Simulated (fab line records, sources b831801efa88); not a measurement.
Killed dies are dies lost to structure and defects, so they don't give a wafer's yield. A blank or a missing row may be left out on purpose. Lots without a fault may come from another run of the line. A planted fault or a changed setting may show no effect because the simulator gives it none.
A struck lot beside a sound one | flow sky130 | 15 steps out of a route of 708
Sound: wafers L157.3, L157.4, L157.5. Struck: wafers L156.2, L156.3, L156.4. The cause comes at the end.
At each step with rows: each side's tool, then ch and its chambers, then its first start. Under that, the readings that differ: sound wafers | struck wafers | difference of the means | sigmas: that difference in standard deviations of wafers without a fault.
alike: readings whose means differ by less than 2 such deviations, and words and numbers that are the same on both sides. not compared: withheld readings, readings that some wafer has no value for, bounds like >300 that may hide the same value, and numbers for which the record gives no deviation and whose values overlap.
The two part at a step that has a row with sigmas, a row that says differs or no value, or rows on one side only. Numbers that don't overlap but have no deviation are shown without sigmas and don't part them. A reading that every wafer of one side lacks parts them only if that side has two wafers or more.

first, 5 steps without rows for these wafers: SKY_VT_ADJUST_PCH_COAT_02 (resist thk 3000 nm); SKY_VT_ADJUST_PCH_SOFTBAKE_03; SKY_VT_ADJUST_PCH_EXPOSE_04 (exposes mask NWM, target cd 840 nm); SKY_VT_ADJUST_PCH_PEB_05; SKY_VT_ADJUST_PCH_DEVELOP_06 (develop time 60 s).
SKY_VT_ADJUST_PCH_OVL_MEAS_07:
  sound on overlay-01, day 14 08:14; struck on overlay-01, day 13 19:46
  alike: VT_ADJUST_PCH_OVL
then, 1 step without rows for these wafers: SKY_VT_ADJUST_PCH_IMPLANT_08.
SKY_VT_ADJUST_PCH_STRIP_09: strips in O2/N2.
  sound on plasma_asher-03 ch 0,1, day 14 08:26; struck on plasma_asher-03 ch 0,1, day 13 19:56
  alike: drypump_motor_current_A, oes_product_au, strip_time_to_endpoint_s
  not compared: rf_hours_counter_h
SKY_VT_ADJUST_PCH_TW_MEAS_10:
  sound on film_metro-03, day 14 08:32; struck on film_metro-01, day 13 20:03
  alike: VT_ADJUST_PCH_TW
then, 3 steps without rows for these wafers: SKY_SONOS_TUNNEL_DEHYDRATE_00 (time 60 s); SKY_SONOS_TUNNEL_HMDS_01 (prime time 60 s); SKY_SONOS_TUNNEL_COAT_02 (resist thk 1140 nm).
SKY_SONOS_TUNNEL_SOFTBAKE_03: time 60 s.
  sound on litho_track-01 ch 0, day 14 20:43; struck on litho_track-03 ch 0, day 14 09:32
  reading                  | sound             | struck            | difference | sigmas
  heater_power_total_W (W) | 56.61 56.70 56.56 | 55.89 56.01 55.96 | -0.67      | -15
  plate_temp_C (C)         | 89.97 89.75 89.84 | 89.21 89.11 89.20 | -0.68      | -6
  alike: chill_plate_temp_C
then, 1 step without rows for these wafers: SKY_SONOS_TUNNEL_EXPOSE_04 (exposes mask TUNM, target cd 410 nm).
-- the record jumps here: 34 days lie between the struck wafers' starts before and after (it left off in module SONOS_TUNNEL and takes up again in module PAD_OPEN, whose first step shown is number 708 of the route) --
SKY_PAD_OPEN_PROBE_99:
  sound on prober-01, day 48 17:08; struck on prober-02, day 48 13:38
  alike: killed_at_M0_to_M3, killed_at_M4_up, killed_at_contacts, killed_at_front_end, killed_at_other, killed_dies, killed_on_rim, killed_open, killed_short

WHERE THEY PART
Only at SKY_SONOS_TUNNEL_SOFTBAKE_03, within this record. Later steps at which nothing parts them and some readings are alike: SKY_PAD_OPEN_PROBE_99.

WHY: what the simulator had put in
Process parameter drift: litho_track-03, from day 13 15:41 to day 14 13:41, at SKY_SONOS_TUNNEL_SOFTBAKE_03. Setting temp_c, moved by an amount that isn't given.
